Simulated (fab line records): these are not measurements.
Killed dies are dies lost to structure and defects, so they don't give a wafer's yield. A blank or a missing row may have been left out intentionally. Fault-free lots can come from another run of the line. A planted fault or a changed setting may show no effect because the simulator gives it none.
Chamber matching + flow gf180mcu + 4 sister chambers for GF_STI_ETCH_13 on rie-diel-02
The step etches the open film in CHF3/O2, stops on Si, target depth 282.31 nm, time 112.9 s. 4 wafers are shown with their chamber, then 8 later ones without.

## EACH WAFER AND ITS CHAMBER
| wafer  | chamber | oes-product-au (a.u.) |
|--------|---------|-----------------------|
| L243.6 | 2       | 0.819                 |
| L244.1 | 1       | 0.843                 |
| L244.2 | 3       | 0.842                 |
| L245.1 | 0       | 0.829                 |

## WAFERS WHOSE CHAMBER IS MISSING
| wafer  | oes-product-au (a.u.) |
|--------|-----------------------|
| L245.3 | 0.828                 |
| L245.5 | 0.829                 |
| L248.2 | 0.825                 |
| L248.5 | 0.834                 |
| L248.6 | 0.833                 |
| L250.3 | 0.826                 |
| L250.4 | 0.830                 |
| L250.5 | 0.837                 |

## WHICH CHAMBER EACH ONE RAN IN
| wafer  | from the rows above          | in truth                   |
|--------|------------------------------|----------------------------|
| L245.3 | 0                            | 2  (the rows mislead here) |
| L245.5 | 0                            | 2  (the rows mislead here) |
| L248.2 | can't be placed: 0 or 2      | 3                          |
| L248.5 | can't be placed: 0 or 3 or 1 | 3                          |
| L248.6 | can't be placed: 0 or 3 or 1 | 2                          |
| L250.3 | can't be placed: 0 or 2      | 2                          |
| L250.4 | 0                            | 0                          |
| L250.5 | can't be placed: 3 or 1 or 0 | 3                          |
Correct placement for 1 of the 8. From these rows, 5 cannot be placed; in 3 the true chamber is one of the candidates. Number placed wrongly: 2.
How it was worked out, from the rows above alone: a wafer's distance from a chamber is the root of the sum, over the readings, of the square of ((its reading less the chamber's mean) divided by the reading's scatter). The wafer belongs to the nearest chamber; if the next one is less than 2 further off, it can't be placed. A chamber's mean is the mean of its shown wafers. The scatter (one wafer shown for each chamber): square how far every hidden wafer sits from the nearest shown wafer, average those squares and take the square root.
